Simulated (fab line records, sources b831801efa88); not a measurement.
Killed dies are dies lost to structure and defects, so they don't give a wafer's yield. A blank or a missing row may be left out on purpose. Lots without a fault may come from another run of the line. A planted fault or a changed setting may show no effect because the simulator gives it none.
Which tool did it? | flow sky130 | 6 lots, 18 wafers sampled, at 3 steps of a route of 708

WHAT THE GAUGES READ, wafer by wafer
SKY_LDD_P_CD_MEAS_07: target cd 380 nm.
lot  | measured     | on        | cd_nm (nm)
L479 | day 19 09:18 | cd_sem-02 | 381.9 378.8 379.5
L481 | day 20 19:11 | cd_sem-01 | 378.2 380.0 381.7
L483 | day 20 17:41 | cd_sem-01 | 378.5 380.6 379.1
L487 | day 22 05:47 | cd_sem-02 | 377.4 377.6 377.6
L492 | day 24 03:18 | cd_sem-01 | 376.8 378.6 379.8
L497 | day 26 01:37 | cd_sem-02 | 356.8 379.5 359.3

WHICH TOOL RAN EACH LOT (tool, then ch and the chambers of the sampled wafers, then the start)
lot  | SKY_SONOS_ONO_ETCH_15              | SKY_LDD_P_EXPOSE_04
L479 | rie_diel-04 ch 0,2,3, day 12 18:57 | iline_stepper-02 ch 0, day 18 17:13
L481 | rie_diel-01 ch 0,1, day 14 04:26   | iline_stepper-02 ch 0, day 20 03:50
L483 | rie_diel-04 ch 0,1,3, day 14 04:50 | iline_stepper-01 ch 0, day 20 02:24
L487 | rie_diel-04 ch 1,2,3, day 15 11:36 | iline_stepper-02 ch 0, day 21 15:14
L492 | rie_diel-02 ch 0,1, day 17 06:44   | iline_stepper-01 ch 0, day 23 12:24
L497 | rie_diel-01 ch 2,3, day 19 08:11   | iline_stepper-02 ch 0, day 25 11:31
- SKY_SONOS_ONO_ETCH_15: etches the open film in CHF3/O2, target depth 19.52 nm, time 7.8 s.
- SKY_LDD_P_EXPOSE_04: exposes mask PSDM, target cd 380 nm.

THE ANSWER, worked out from the rows above alone
Rule: what is usual is taken from the lots themselves. Put in order of their means at a reading, lots are off if they are a third of the lots or fewer, leave a main group of 4 or more, and stand apart from it by a gap of 3 or more times the standard deviation of the main group's means; of several such gaps the widest counts. A main group whose means are all the same, to the digits that the tables above print for the reading, isn't used. A lot without any number at a reading at which 4 lots or more have one is off too. The other lots that the step has rows for count as sound.
Off: L497, at SKY_LDD_P_CD_MEAS_07 (cd_nm). The main group: mean 379.1 nm, standard deviation 0.97.
A tool fits if, at a process step before that reading, it ran every lot that is off, and no sound lot after the first of them. The gauges at SKY_LDD_P_CD_MEAS_07 are tried like those tools. Can't be told from this: 3 tools fit, rie_diel-01 at SKY_SONOS_ONO_ETCH_15, iline_stepper-02 at SKY_LDD_P_EXPOSE_04, cd_sem-02 at SKY_LDD_P_CD_MEAS_07.

WHAT THE SIMULATOR HAD PUT IN
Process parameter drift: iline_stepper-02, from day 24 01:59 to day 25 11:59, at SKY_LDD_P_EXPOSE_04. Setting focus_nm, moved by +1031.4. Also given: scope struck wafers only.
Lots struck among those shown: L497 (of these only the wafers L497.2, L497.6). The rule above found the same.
